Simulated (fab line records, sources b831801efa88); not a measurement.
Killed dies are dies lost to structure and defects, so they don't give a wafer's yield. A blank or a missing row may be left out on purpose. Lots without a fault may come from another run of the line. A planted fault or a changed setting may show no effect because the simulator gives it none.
fab line records | flow sky130
record lots=12 wafers=36 last_day=50
route steps=708 shown LDD_P@263 SPACER@304 POLY_CUT@316 SD_P@328 PAD_OPEN@708
lots that met no fault: from a run of the same line without faults
start_h: hours from the record's first day to the start of the lot's first wafer shown | wait_h: hours since the lot's step before | " the same as in the row above | L1.1+2: a row that stands for several wafers | - no value, or no start given | * or withheld: withheld | < > ~ a bound
route shown NAME@n: a module of which the file shows steps, and the number in the route of the first | usual: mean/standard deviation of fault-free wafers | same: alike in all rows | chamber/n: place in a boat | sites: the reading at each site | _std_site: their standard deviation | _edge_site: outer sites' mean less inner sites' | radius_mm: how far each site lies from the wafer's centre | mask NAME#n: copy n | behind: the tool/chamber that last shaped the wafer | hold: why the lot was held/for how many hours/how that ended | device: the transistor (n, p or np) that didn't switch | end of line: the same wafers' tests at the end of the route | a step without rows: its recipe alone | killed: dies lost to structure and defects at the first sort, not the wafer's yield | map: a wafer's dies, x killed, . not, _ none there
set.NAME: the setting as run; set.NAME@STEP: as run at that earlier step | model.NAME: the simulator's own value behind a step, which no gauge read
steps of the route over a sample of lots; a table a step, a row a wafer
services: from which hour (start_h, from the record's first day; less than 0 if before it) a tool's chamber was out of use, for how many hours, and why
## steps
# step SKY_LDD_P_OVL_MEAS_08
# usual LDD_P_OVL=0.2/1.4
# columns lot.wafer tool chamber start_h wait_h LDD_P_OVL[nm]
L203.3 overlay-02 - 436.88 0.1 -1.8
L203.4 " - " " -1.7
L203.6 " - " " -1.7
L204.2 overlay-01 - 443.17 0.1 -1.7
L204.3 " - " " -0.9
L204.5 " - " " -1.4
L205.2 overlay-01 - 450.87 0.1 0.2
L205.4 " - " " -1.0
L205.6 " - " " -0.3
L206.2 overlay-02 - 454.62 0.1 -0.7
L206.4 " - " " 0.4
L206.5 " - " " 0.2
L207.1 overlay-01 - 465.68 0.1 -1.3
L207.2 " - " " -0.4
L207.3 " - " " 0.3
L212.1 overlay-01 - 508.62 0.1 1.2
L212.3 " - " " 1.3
L212.5 " - " " 4.0
L213.1 overlay-01 - 513.80 0.1 1.3
L213.4 " - " " -0.3
L213.6 " - " " -0.3
L215.1 overlay-02 - 540.00 0.1 1.4
L215.3 " - " " 0.9
L215.4 " - " " 1.2
L216.1 overlay-01 - 552.17 0.1 -0.1
L216.2 " - " " 0.4
L216.3 " - " " 1.9
L217.1 overlay-02 - 558.02 0.1 -2.0
L217.4 " - " " -0.2
L217.6 " - " " -0.5
L225.2 overlay-01 - 620.72 0.1 1.2
L225.3 " - " " 0.7
L225.5 " - " " 0.7
L226.1 overlay-01 - 627.70 0.1 0.7
L226.5 " - " " 2.1
L226.6 " - " " 0.7
# step SKY_SPACER_CVD_00
# recipe material=Si3N4 precursor=DCS/NH3 target_thk_nm=43.1 temp_c=770 time_s=740 pressure_mtorr=250
# usual pressure_mtorr=250.0/0.56 spike_tc_top_C=782/3 zone_power_centre_pct=14.21/0.24 zone_power_upper_pct=13.0/0.52
# columns lot.wafer tool chamber start_h wait_h pressure_mtorr spike_tc_top_C zone_power_centre_pct zone_power_upper_pct
L203.3 lpcvd-02 1 530.73 0.0 250.2 786 14.58 13.5
L203.4 " 1 " " 251.2 787 14.51 13.5
L203.6 " 1 " " 250.9 785 14.27 13.5
L204.2 lpcvd-02 0 537.73 0.0 250.5 777 14.13 12.5
L204.3 " 0 " " 249.8 778 14.00 12.4
L204.5 " 0 " " 250.0 780 13.98 12.4
L205.2 lpcvd-02 0 542.23 0.0 250.4 777 14.31 12.5
L205.4 " 0 " " 249.6 778 13.93 12.5
L205.6 " 0 " " 250.5 780 13.86 12.4
L206.2 lpcvd-02 1 549.79 0.0 249.6 786 14.32 13.5
L206.4 " 1 " " 249.4 786 14.30 13.4
L206.5 " 1 " " 249.9 783 14.29 13.6
L207.1 lpcvd-02 0 559.08 0.0 250.0 781 14.14 12.4
L207.2 " 0 " " 249.3 779 14.06 12.6
L207.3 " 0 " " 249.9 777 14.28 12.5
L212.1 lpcvd-02 1 602.68 0.6 250.3 784 14.57 13.5
L212.3 " 1 " " 250.3 785 14.49 13.6
L212.5 " 1 " " 250.3 784 14.70 13.4
L213.1 lpcvd-02 1 606.03 0.0 249.4 785 14.24 13.4
L213.4 " 1 " " 250.2 785 14.50 13.6
L213.6 " 1 " " 250.0 785 14.32 13.4
L215.1 lpcvd-02 1 630.23 0.0 250.3 784 14.23 13.4
L215.3 " 1 " " 250.7 785 14.36 13.4
L215.4 " 1 " " 250.7 784 14.46 13.7
L216.1 lpcvd-02 1 643.23 0.0 250.9 785 14.46 13.7
L216.2 " 1 " " 251.0 786 14.56 13.5
L216.3 " 1 " " 251.1 784 14.59 13.5
L217.1 lpcvd-02 1 646.44 0.0 249.7 783 14.55 13.5
L217.4 " 1 " " 250.1 783 14.17 13.8
L217.6 " 1 " " 249.7 787 14.38 13.7
L225.2 lpcvd-02 1 706.73 0.0 250.6 783 14.44 13.5
L225.3 " 1 " " 250.3 784 14.42 13.8
L225.5 " 1 " " 249.6 786 14.43 13.4
L226.1 lpcvd-02 0 713.13 0.0 250.2 778 14.20 12.6
L226.5 " 0 " " 250.5 779 13.82 12.5
L226.6 " 0 " " 250.6 779 14.05 12.7
# step SKY_SPACER_THK_MEAS_01
# recipe reads=Si3N4_of_SPACER_CVD_00
# usual SPACER_CVD_00_THK=43.1/0.48
# columns lot.wafer tool chamber start_h wait_h SPACER_CVD_00_THK[nm]
L203.3 film_metro-03 - 531.96 0.0 42.9
L203.4 " - " " 43.3
L203.6 " - " " 42.9
L204.2 film_metro-01 - 538.95 0.0 43.2
L204.3 " - " " 43.0
L204.5 " - " " 43.4
L205.2 film_metro-01 - 543.45 0.0 42.8
L205.4 " - " " 43.0
L205.6 " - " " 43.1
L206.2 film_metro-02 - 551.00 0.0 42.8
L206.4 " - " " 42.2
L206.5 " - " " 42.6
L207.1 film_metro-02 - 560.29 0.0 43.2
L207.2 " - " " 42.9
L207.3 " - " " 43.0
L212.1 film_metro-03 - 603.89 0.0 43.3
L212.3 " - " " 43.2
L212.5 " - " " 43.0
L213.1 film_metro-03 - 607.24 0.0 43.8
L213.4 " - " " 43.6
L213.6 " - " " 43.9
L215.1 film_metro-01 - 632.04 0.0 34.5
L215.3 " - " " 34.0
L215.4 " - " " 34.2
L216.1 film_metro-02 - 644.44 0.0 33.7
L216.2 " - " " 33.8
L216.3 " - " " 33.4
L217.1 film_metro-02 - 647.65 0.0 33.1
L217.4 " - " " 32.9
L217.6 " - " " 33.2
L225.2 film_metro-03 - 707.95 0.0 43.8
L225.3 " - " " 43.6
L225.5 " - " " 43.7
L226.1 film_metro-01 - 714.34 0.0 43.6
L226.5 " - " " 43.6
L226.6 " - " " 43.1
# step SKY_SPACER_ETCHBACK_02
# recipe chemistry=CH3F/O2 target=Si3N4 stop_on=SiO2 source_w=400 bias_w=80 pressure_mtorr=25 ch3f_flow_sccm=40 O2_flow_sccm=30 time_s=46.7 target_depth_a=450
# usual drypump_motor_current_A=5.8/0.36 oes_product_au=0.854/0.0068 throttle_valve_pct=10.563/0.0092
# columns lot.wafer tool chamber start_h wait_h drypump_motor_current_A oes_product_au rf_hours_counter_h throttle_valve_pct
L203.3 rie_diel-02 3 532.00 0.0 5.7 0.852 1 10.548
L203.4 " 0 " " 5.5 0.860 35 10.554
L203.6 " 0 " " 5.5 0.848 - 10.555
L204.2 rie_diel-03 1 539.00 0.0 6.3 0.853 81 10.564
L204.3 " 2 " " 6.0 0.859 17 10.558
L204.5 " 3 " " 5.7 0.855 - 10.565
L205.2 rie_diel-02 0 543.50 0.0 5.5 0.854 35 10.565
L205.4 " 1 " " 5.6 0.851 27 10.559
L205.6 " 0 " " 5.5 0.847 - 10.545
L206.2 rie_diel-01 0 551.05 0.0 5.7 0.844 3 10.558
L206.4 " 0 " " 5.7 0.843 - 10.570
L206.5 " 1 " " 5.3 0.851 - 10.575
L207.1 rie_diel-03 3 560.35 0.1 5.7 0.857 4 10.577
L207.2 " 0 " " 6.6 0.839 5 10.556
L207.3 " 2 " " 6.0 0.857 18 10.563
L212.1 rie_diel-03 1 603.95 0.1 6.2 0.857 0 10.570
L212.3 " 0 " " 6.6 0.859 6 10.553
L212.5 " 1 " " 6.3 0.859 - 10.566
L213.1 rie_diel-01 2 607.30 0.1 6.0 0.859 3 10.552
L213.4 " 0 " " 5.7 0.858 4 10.570
L213.6 " 2 " " 6.0 0.853 - 10.550
L215.1 rie_diel-02 0 632.10 0.1 5.5 0.761 37 10.547
L215.3 " 3 " " 5.6 0.757 3 10.555
L215.4 " 1 " " 5.6 0.753 29 10.552
L216.1 rie_diel-03 2 644.50 0.1 6.0 0.747 20 10.545
L216.2 " 3 " " 5.6 0.754 6 10.568
L216.3 " 0 " " 6.6 0.739 7 10.534
L217.1 rie_diel-01 0 647.71 0.1 5.7 0.746 5 10.543
L217.4 " 2 " " 6.0 0.748 4 10.555
L217.6 " 0 " " 5.7 0.749 - 10.548
L225.2 rie_diel-01 3 708.00 0.0 5.9 0.859 24 10.555
L225.3 " 2 " " 6.0 0.864 5 10.576
L225.5 " 2 " " 6.0 0.854 - 10.568
L226.1 rie_diel-02 0 714.40 0.1 5.5 0.866 39 10.553
L226.5 " 2 " " 6.4 0.866 - 10.572
L226.6 " 1 " " 5.6 0.859 - 10.586
# step SKY_POLY_CUT_OVL_MEAS_09
# usual POLY_CUT_OVL=0/4.3
# columns lot.wafer tool chamber start_h wait_h POLY_CUT_OVL[nm]
L203.3 overlay-02 - 563.21 0.1 4
L203.4 " - " " -4
L203.6 " - " " 4
L204.2 overlay-01 - 569.22 0.1 1
L204.3 " - " " 7
L204.5 " - " " 2
L205.2 overlay-02 - 573.97 0.1 6
L205.4 " - " " 4
L205.6 " - " " 0
L206.2 overlay-01 - 581.37 0.1 -4
L206.4 " - " " 2
L206.5 " - " " 1
L207.1 overlay-01 - 591.02 0.1 3
L207.2 " - " " 0
L207.3 " - " " 8
L212.1 overlay-02 - 633.27 0.1 3
L212.3 " - " " 0
L212.5 " - " " 0
L213.1 overlay-01 - 636.95 0.1 3
L213.4 " - " " 1
L213.6 " - " " 6
L215.1 overlay-02 - 660.70 0.1 2
L215.3 " - " " -1
L215.4 " - " " 3
L216.1 overlay-01 - 672.05 0.1 6
L216.2 " - " " 2
L216.3 " - " " 6
L217.1 overlay-01 - 675.50 0.1 1
L217.4 " - " " -4
L217.6 " - " " -1
L225.2 overlay-01 - 736.27 0.1 1
L225.3 " - " " 7
L225.5 " - " " 4
L226.1 overlay-01 - 742.27 0.1 -4
L226.5 " - " " -2
L226.6 " - " " 3
# step SKY_SD_P_OVL_MEAS_08
# usual SD_P_OVL=0.9/1.3
# columns lot.wafer tool chamber start_h wait_h SD_P_OVL[nm]
L203.3 overlay-01 - 593.62 0.1 -1.4
L203.4 " - " " 0.4
L203.6 " - " " -1.2
L204.2 overlay-02 - 598.96 0.1 1.0
L204.3 " - " " 2.2
L204.5 " - " " 0.3
L205.2 overlay-02 - 604.41 0.1 0.3
L205.4 " - " " 2.2
L205.6 " - " " 1.7
L206.2 overlay-02 - 610.81 0.1 1.9
L206.4 " - " " 2.6
L206.5 " - " " 2.1
L207.1 overlay-01 - 620.46 0.1 2.7
L207.2 " - " " 0.2
L207.3 " - " " 0.9
L212.1 overlay-02 - 662.50 0.1 -0.7
L212.3 " - " " -1.1
L212.5 " - " " -1.1
L213.1 overlay-02 - 665.67 0.1 1.3
L213.4 " - " " 2.4
L213.6 " - " " 2.7
L215.1 overlay-02 - 688.54 0.1 -0.7
L215.3 " - " " -0.3
L215.4 " - " " -0.6
L216.1 overlay-01 - 699.96 0.1 1.7
L216.2 " - " " 1.4
L216.3 " - " " 0.1
L217.1 overlay-02 - 703.55 0.1 1.4
L217.4 " - " " 2.5
L217.6 " - " " 1.6
L225.2 overlay-01 - 763.96 0.1 1.7
L225.3 " - " " -0.5
L225.5 " - " " -0.8
L226.1 overlay-01 - 768.72 0.1 -0.2
L226.5 " - " " 0.0
L226.6 " - " " -0.3
# step SKY_PAD_OPEN_PROBE_99
# usual killed_at_M0_to_M3=43/8 killed_at_M4_up=2.9/1.6 killed_at_contacts=26/5.2 killed_at_front_end=15/4.3 killed_at_other=0.3/0.56 killed_dies=87/10 killed_open=48/6.9 killed_short=40/6.5
# same gross_dies=492 killed_at_back_side=0
# columns lot.wafer tool chamber start_h wait_h killed_at_M0_to_M3 killed_at_M4_up killed_at_contacts killed_at_front_end killed_at_other killed_dies killed_open killed_short
L203.3 prober-02 - 1080.15 0.2 32 3 27 12 0 74 43 31
L203.4 prober-02 - 1080.20 0.2 36 2 30 8 1 77 37 40
L203.6 prober-02 - 1080.30 0.2 44 5 27 10 1 87 56 31
L204.2 prober-01 - 1084.07 0.1 26 5 21 16 0 68 38 30
L204.3 prober-01 - 1084.12 0.2 58 3 28 11 0 100 52 48
L204.5 prober-01 - 1084.22 0.2 53 3 21 20 0 97 59 38
L205.2 prober-02 - 1087.55 0.1 43 2 28 21 0 94 47 47
L205.4 prober-02 - 1087.65 0.2 45 1 35 20 1 102 58 44
L205.6 prober-02 - 1087.75 0.2 41 1 22 14 1 79 44 35
L206.2 prober-01 - 1092.16 0.1 37 1 32 15 0 85 44 41
L206.4 prober-01 - 1092.26 0.2 40 5 29 11 0 85 48 37
L206.5 prober-01 - 1092.31 0.2 39 4 25 12 0 80 42 38
L207.1 prober-02 - 1099.64 0.1 62 4 21 17 0 104 56 48
L207.2 prober-02 - 1099.69 0.1 43 4 33 14 0 94 44 50
L207.3 prober-02 - 1099.74 0.2 40 2 34 15 3 94 50 44
L212.1 prober-02 - 1128.61 0.1 65 4 22 18 1 110 58 52
L212.3 prober-02 - 1128.71 0.2 48 6 25 17 0 96 52 44
L212.5 prober-02 - 1128.81 0.2 58 1 27 11 0 97 58 39
L213.1 prober-01 - 1129.71 0.1 55 2 32 13 0 102 57 45
L213.4 prober-01 - 1129.86 0.2 54 4 10 12 0 80 48 32
L213.6 prober-01 - 1129.96 0.2 63 2 20 12 0 97 50 47
L215.1 prober-01 - 1144.31 0.1 39 3 17 15 1 75 45 30
L215.3 prober-01 - 1144.41 0.2 51 2 25 14 1 93 53 40
L215.4 prober-01 - 1144.46 0.2 50 3 35 12 0 100 66 34
L216.1 prober-02 - 1154.59 0.1 37 4 23 15 0 79 40 39
L216.2 prober-02 - 1154.64 0.1 40 2 23 12 0 77 44 33
L216.3 prober-02 - 1154.69 0.2 36 1 19 16 0 72 39 33
L217.1 prober-02 - 1154.89 0.3 46 3 21 17 0 87 45 42
L217.4 prober-02 - 1155.04 0.4 36 3 24 13 1 77 39 38
L217.6 prober-02 - 1155.14 0.4 42 4 34 19 0 99 50 49
L225.2 prober-01 - 1195.05 0.1 40 3 25 22 0 90 50 40
L225.3 prober-01 - 1195.10 0.2 51 1 21 16 0 89 54 35
L225.5 prober-01 - 1195.20 0.2 42 4 30 22 0 98 49 49
L226.1 prober-02 - 1197.91 0.1 42 5 22 7 0 76 41 35
L226.5 prober-02 - 1198.11 0.2 46 1 34 13 0 94 64 30
L226.6 prober-02 - 1198.16 0.2 33 2 28 7 0 70 43 27
# killed by level:class
L203.3 CONTACT:geometric_particle:open=12 LI_CONTACT:geometric_particle:open=9 VIA2:geometric_particle:open=8 METAL1:geometric_particle:short=5 POLY_GATE:geometric_particle:short=4 METAL3:geometric_particle:short=4 POLY_CUT:geometric_particle:open=3 CONTACT:geometric_particle:short=3
L203.4 LI_CONTACT:geometric_particle:open=10 CONTACT:geometric_particle:open=7 CONTACT:geometric_particle:short=7 METAL1:geometric_particle:short=6 VIA1:geometric_particle:open=6 METAL2:geometric_particle:short=6 LOCAL_INTERCONNECT:geometric_particle:short=3 VIA2:geometric_particle:short=3
L203.6 VIA1:geometric_particle:open=14 CONTACT:geometric_particle:open=10 LI_CONTACT:geometric_particle:open=7 FIELD_ISO:geometric_particle:open=6 VIA2:geometric_particle:open=6 LOCAL_INTERCONNECT:geometric_particle:short=5 VIA3:geometric_particle:open=4 VIA1:geometric_particle:short=4
L204.2 CONTACT:geometric_particle:open=10 LI_CONTACT:geometric_particle:open=6 METAL1:geometric_particle:short=6 FIELD_ISO:geometric_particle:open=5 VIA2:geometric_particle:open=4 METAL4:geometric_particle:short=4 POLY_GATE:geometric_particle:open=3 SPACER:geometric_particle:open=3
L204.3 VIA3:geometric_particle:open=14 METAL1:geometric_particle:short=10 CONTACT:geometric_particle:open=9 LI_CONTACT:geometric_particle:open=7 VIA1:geometric_particle:open=7 FIELD_ISO:geometric_particle:short=6 VIA1:geometric_particle:short=6 METAL2:geometric_particle:short=5
L204.5 VIA1:geometric_particle:open=15 LI_CONTACT:geometric_particle:open=8 VIA3:geometric_particle:open=8 VIA2:geometric_particle:open=7 POLY_GATE:geometric_particle:open=5 CONTACT:geometric_particle:open=5 METAL1:geometric_particle:short=5 VIA1:geometric_particle:short=5
L205.2 VIA1:geometric_particle:open=13 CONTACT:geometric_particle:open=9 LOCAL_INTERCONNECT:geometric_particle:short=7 METAL2:geometric_particle:short=6 FIELD_ISO:geometric_particle:open=5 FIELD_ISO:geometric_particle:short=5 POLY_GATE:geometric_particle:short=5 METAL1:geometric_particle:short=4
L205.4 CONTACT:geometric_particle:open=15 LI_CONTACT:geometric_particle:open=9 VIA1:geometric_particle:open=9 METAL2:geometric_particle:short=7 FIELD_ISO:geometric_particle:short=5 VIA2:geometric_particle:open=5 LOCAL_INTERCONNECT:geometric_particle:short=5 VIA3:geometric_particle:open=5
L205.6 VIA1:geometric_particle:open=9 VIA1:geometric_particle:short=8 VIA2:geometric_particle:open=7 CONTACT:geometric_particle:open=6 FIELD_ISO:geometric_particle:open=5 LI_CONTACT:geometric_particle:open=5 METAL1:geometric_particle:short=5 LOCAL_INTERCONNECT:geometric_particle:short=4
L206.2 CONTACT:geometric_particle:open=10 LI_CONTACT:geometric_particle:open=9 VIA1:geometric_particle:open=7 CONTACT:geometric_particle:short=6 VIA2:geometric_particle:open=6 FIELD_ISO:geometric_particle:open=5 METAL1:geometric_particle:short=5 VIA1:geometric_particle:short=5
L206.4 VIA1:geometric_particle:open=10 CONTACT:geometric_particle:open=10 VIA3:geometric_particle:open=7 LI_CONTACT:geometric_particle:open=6 LOCAL_INTERCONNECT:geometric_particle:short=6 CONTACT:geometric_particle:short=5 METAL1:geometric_particle:short=5 METAL2:geometric_particle:short=5
L206.5 CONTACT:geometric_particle:open=11 VIA1:geometric_particle:open=9 VIA1:geometric_particle:short=7 CONTACT:geometric_particle:short=6 LI_CONTACT:geometric_particle:open=5 VIA2:geometric_particle:short=5 VIA2:geometric_particle:open=5 FIELD_ISO:geometric_particle:open=4
L207.1 VIA1:geometric_particle:open=15 CONTACT:geometric_particle:open=12 VIA1:geometric_particle:short=8 METAL2:geometric_particle:short=8 METAL1:geometric_particle:short=7 POLY_GATE:geometric_particle:open=6 VIA3:geometric_particle:open=6 VIA2:geometric_particle:short=5
L207.2 CONTACT:geometric_particle:open=10 LI_CONTACT:geometric_particle:open=8 VIA1:geometric_particle:open=8 VIA1:geometric_particle:short=8 VIA3:geometric_particle:open=8 CONTACT:geometric_particle:short=7 LOCAL_INTERCONNECT:geometric_particle:short=6 POLY_GATE:geometric_particle:short=4
L207.3 CONTACT:geometric_particle:open=10 LI_CONTACT:geometric_particle:open=7 FIELD_ISO:geometric_particle:open=6 CONTACT:geometric_particle:short=6 VIA2:geometric_particle:open=5 VIA3:geometric_particle:open=5 METAL2:geometric_particle:short=5 METAL1:geometric_particle:short=5
L212.1 VIA1:geometric_particle:open=14 CONTACT:geometric_particle:open=12 METAL1:geometric_particle:short=12 METAL2:geometric_particle:short=9 VIA1:geometric_particle:short=7 POLY_GATE:geometric_particle:open=6 METAL2:geometric_particle:open=6 VIA2:geometric_particle:open=6
L212.3 VIA2:geometric_particle:open=9 CONTACT:geometric_particle:open=8 VIA1:geometric_particle:open=8 VIA3:geometric_particle:open=8 FIELD_ISO:geometric_particle:short=6 FIELD_ISO:geometric_particle:open=5 VIA1:geometric_particle:short=5 LI_CONTACT:geometric_particle:open=5
L212.5 VIA2:geometric_particle:open=12 VIA1:geometric_particle:open=12 VIA3:geometric_particle:open=9 CONTACT:geometric_particle:open=8 METAL1:geometric_particle:short=8 METAL2:geometric_particle:short=7 LOCAL_INTERCONNECT:geometric_particle:short=6 LI_CONTACT:geometric_particle:open=5
L213.1 CONTACT:geometric_particle:open=16 VIA1:geometric_particle:open=14 CONTACT:geometric_particle:short=10 METAL2:geometric_particle:short=10 VIA2:geometric_particle:open=8 VIA3:geometric_particle:open=6 FIELD_ISO:geometric_particle:open=4 POLY_GATE:geometric_particle:short=4
L213.4 VIA1:geometric_particle:open=14 VIA3:geometric_particle:open=11 METAL2:geometric_particle:short=8 CONTACT:geometric_particle:open=5 VIA1:geometric_particle:short=5 VIA2:geometric_particle:open=5 FIELD_ISO:geometric_particle:open=4 METAL1:geometric_particle:short=4
L213.6 VIA1:geometric_particle:open=13 VIA3:geometric_particle:open=11 METAL2:geometric_particle:short=10 CONTACT:geometric_particle:open=6 METAL1:geometric_particle:short=6 LI_CONTACT:geometric_particle:open=5 VIA1:geometric_particle:short=5 METAL3:geometric_particle:short=5
L215.1 VIA1:geometric_particle:open=12 VIA2:geometric_particle:open=7 LI_CONTACT:geometric_particle:open=5 CONTACT:geometric_particle:open=5 POLY_GATE:geometric_particle:short=4 POLY_GATE:geometric_particle:open=4 METAL1:geometric_particle:short=4 VIA3:geometric_particle:open=4
L215.3 VIA2:geometric_particle:open=9 FIELD_ISO:geometric_particle:open=7 VIA3:geometric_particle:open=7 LI_CONTACT:geometric_particle:open=7 CONTACT:geometric_particle:open=7 VIA1:geometric_particle:open=7 VIA1:geometric_particle:short=6 METAL2:geometric_particle:short=5
L215.4 CONTACT:geometric_particle:open=17 VIA1:geometric_particle:open=13 VIA3:geometric_particle:open=10 LI_CONTACT:geometric_particle:open=7 CONTACT:geometric_particle:short=7 VIA3:geometric_particle:short=5 METAL3:geometric_particle:short=4 POLY_GATE:geometric_particle:open=4
L216.1 CONTACT:geometric_particle:open=11 VIA3:geometric_particle:open=7 METAL1:geometric_particle:short=7 VIA1:geometric_particle:open=6 FIELD_ISO:geometric_particle:short=4 VIA2:geometric_particle:open=4 FIELD_ISO:geometric_particle:open=3 LI_CONTACT:geometric_particle:open=3
L216.2 VIA1:geometric_particle:open=14 CONTACT:geometric_particle:open=8 METAL1:geometric_particle:short=7 LI_CONTACT:geometric_particle:open=6 VIA2:geometric_particle:open=6 CONTACT:geometric_particle:short=5 VIA3:geometric_particle:open=5 FIELD_ISO:geometric_particle:short=4
L216.3 VIA1:geometric_particle:open=9 CONTACT:geometric_particle:open=7 VIA3:geometric_particle:open=7 METAL2:geometric_particle:short=6 LOCAL_INTERCONNECT:geometric_particle:short=5 FIELD_ISO:geometric_particle:short=4 LI_CONTACT:geometric_particle:open=4 POLY_GATE:geometric_particle:short=3
L217.1 VIA1:geometric_particle:open=11 METAL2:geometric_particle:short=10 LI_CONTACT:geometric_particle:open=9 METAL1:geometric_particle:short=6 CONTACT:geometric_particle:open=6 FIELD_ISO:geometric_particle:short=5 VIA3:geometric_particle:open=5 FIELD_ISO:geometric_particle:open=4
L217.4 VIA2:geometric_particle:open=7 LI_CONTACT:geometric_particle:open=6 VIA1:geometric_particle:open=6 CONTACT:geometric_particle:open=6 METAL1:geometric_particle:short=6 FIELD_ISO:geometric_particle:short=5 LOCAL_INTERCONNECT:geometric_particle:short=5 CONTACT:geometric_particle:short=4
L217.6 CONTACT:geometric_particle:open=10 METAL1:geometric_particle:short=9 POLY_GATE:geometric_particle:short=8 VIA2:geometric_particle:open=8 VIA1:geometric_particle:open=8 LOCAL_INTERCONNECT:geometric_particle:short=7 VIA3:geometric_particle:open=6 LI_CONTACT:geometric_particle:open=5
L225.2 VIA1:geometric_particle:open=14 CONTACT:geometric_particle:open=10 LOCAL_INTERCONNECT:geometric_particle:short=6 METAL1:geometric_particle:short=6 VIA3:geometric_particle:open=6 FIELD_ISO:geometric_particle:short=4 FIELD_ISO:geometric_particle:open=4 POLY_GATE:geometric_particle:short=4
L225.3 CONTACT:geometric_particle:open=11 VIA3:geometric_particle:open=11 METAL2:geometric_particle:short=9 VIA1:geometric_particle:open=9 POLY_GATE:geometric_particle:open=5 FIELD_ISO:geometric_particle:short=4 LI_CONTACT:geometric_particle:open=4 CONTACT:geometric_particle:short=4
L225.5 CONTACT:geometric_particle:open=11 LI_CONTACT:geometric_particle:open=9 CONTACT:geometric_particle:short=7 VIA3:geometric_particle:open=6 METAL1:geometric_particle:short=6 VIA1:geometric_particle:short=6 METAL2:geometric_particle:short=6 POLY_GATE:geometric_particle:open=5
L226.1 CONTACT:geometric_particle:open=11 VIA1:geometric_particle:open=10 VIA1:geometric_particle:short=6 VIA2:geometric_particle:open=6 METAL2:geometric_particle:short=5 LI_CONTACT:geometric_particle:open=4 LI_CONTACT:geometric_particle:short=3 METAL3:geometric_particle:short=3
L226.5 CONTACT:geometric_particle:open=15 VIA2:geometric_particle:open=10 LI_CONTACT:geometric_particle:open=10 VIA1:geometric_particle:open=10 METAL3:geometric_particle:short=5 FIELD_ISO:geometric_particle:open=4 FIELD_ISO:geometric_particle:short=4 VIA2:geometric_particle:short=4
L226.6 VIA1:geometric_particle:open=12 CONTACT:geometric_particle:open=9 LI_CONTACT:geometric_particle:open=7 CONTACT:geometric_particle:short=7 VIA3:geometric_particle:open=5 METAL2:geometric_particle:short=4 FIELD_ISO:geometric_particle:open=3 LI_CONTACT:geometric_particle:short=3
## services
# columns tool chamber start_h hours kind
rie_diel-01 3 540.02 7.4 repair
rie_diel-03 0 547.43 4.6 repair
rie_diel-01 3 549.03 12.7 repair
rie_diel-02 1 552.40 5.3 repair
rie_diel-02 - 554.03 0.5 repair
rie_diel-03 1 560.17 - clean
rie_diel-03 1 560.17 18.4 scheduled_down
rie_diel-03 1 560.17 18.4 vent_cycle
rie_diel-02 - 561.67 2.8 pm
rie_diel-03 - 570.84 0.7 repair
lpcvd-02 - 590.92 2.1 repair
rie_diel-01 3 622.41 1.3 repair
rie_diel-01 2 634.11 4.8 repair
rie_diel-02 3 646.63 9.1 repair
rie_diel-02 - 652.08 1.7 repair
rie_diel-03 - 675.55 14.6 pm
rie_diel-02 - 689.22 4.0 pm
## key
first_sign step=SKY_SPACER_THK_MEAS_01 reading=SPACER_CVD_00_THK direction=down sigmas=20 usual=43.1 struck=33.6
effect step=SKY_SPACER_ETCHBACK_02 reading=oes_product_au direction=down sigmas=15 usual=0.854 struck=0.750
met_at SKY_SPACER_CVD_00
struck_lots L215,L216,L217
tester_left_out L215,L216,L217
not_acting_at SKY_LDD_P_OVL_MEAS_08,SKY_POLY_CUT_OVL_MEAS_09,SKY_SD_P_OVL_MEAS_08
onset_between 606.03 630.23
fault kind=process_parameter_drift tool=lpcvd-02 chamber=- onset_h=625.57 steps=SKY_SPACER_CVD_00 channel=target_thk_nm offset=-9.1369 shape=step end_h=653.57 acts_in=these_recipes_only stated=43.1
# tester_left_out: of these lots the tester's yield and bins aren't shown, on N5 and GAA mostly nor the transistor test; their killed dies are dies lost to structure and defects alone, not to doping, threshold or leakage, so they don't give the yield
